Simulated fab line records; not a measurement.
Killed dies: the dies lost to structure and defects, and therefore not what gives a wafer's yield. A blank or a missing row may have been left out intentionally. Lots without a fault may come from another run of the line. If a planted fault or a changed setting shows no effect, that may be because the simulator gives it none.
Matching of chambers	flow sky130	SKY_PASSIVATION_CVD_00 on pecvd-01 has 3 sister chambers
The step deposits SiO2, target thk 90 nm. 3 wafers are shown with their chamber, then 11 later ones without.

== EACH WAFER AND ITS CHAMBER ==
wafer	chamber	rf-fwd-power-W (W)
L090.4	0	592
L090.6	2	588
L092.4	1	586

== WAFERS WITH NO CHAMBER GIVEN ==
wafer	rf-fwd-power-W (W)
L092.5	585
L092.6	595
L093.3	593
L093.5	589
L093.6	585
L094.2	587
L094.3	585
L094.4	593
L097.3	583
L097.4	586
L097.5	592

== CHAMBER TAKEN BY EACH ==
wafer	from the rows above	in truth
L092.5	can't be placed: 1 or 2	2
L092.6	0	0
L093.3	0	0
L093.5	can't be placed: 2 or 0 or 1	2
L093.6	can't be placed: 1 or 2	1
L094.2	can't be placed: 1 or 2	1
L094.3	can't be placed: 1 or 2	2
L094.4	0	0
L097.3	can't be placed: 1 or 2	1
L097.4	can't be placed: 1 or 2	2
L097.5	0	0
Correct placement for 4 of the 11. Unplaceable from these rows: 7, with the true chamber sitting among the candidates in 7. 0 placed wrongly.
How it was worked out, from the rows above alone: a wafer's distance from a chamber is the root of the sum, over the readings, of the square of ((its reading less the chamber's mean) divided by the reading's scatter). If the next closest chamber is less than 2 further off than the closest, the wafer can't be placed; otherwise it belongs to the closest. Each chamber's mean is taken over the wafers shown for it. The scatter (one wafer shown for each chamber): square how far every hidden wafer sits from the nearest shown wafer, average those squares and take the square root.
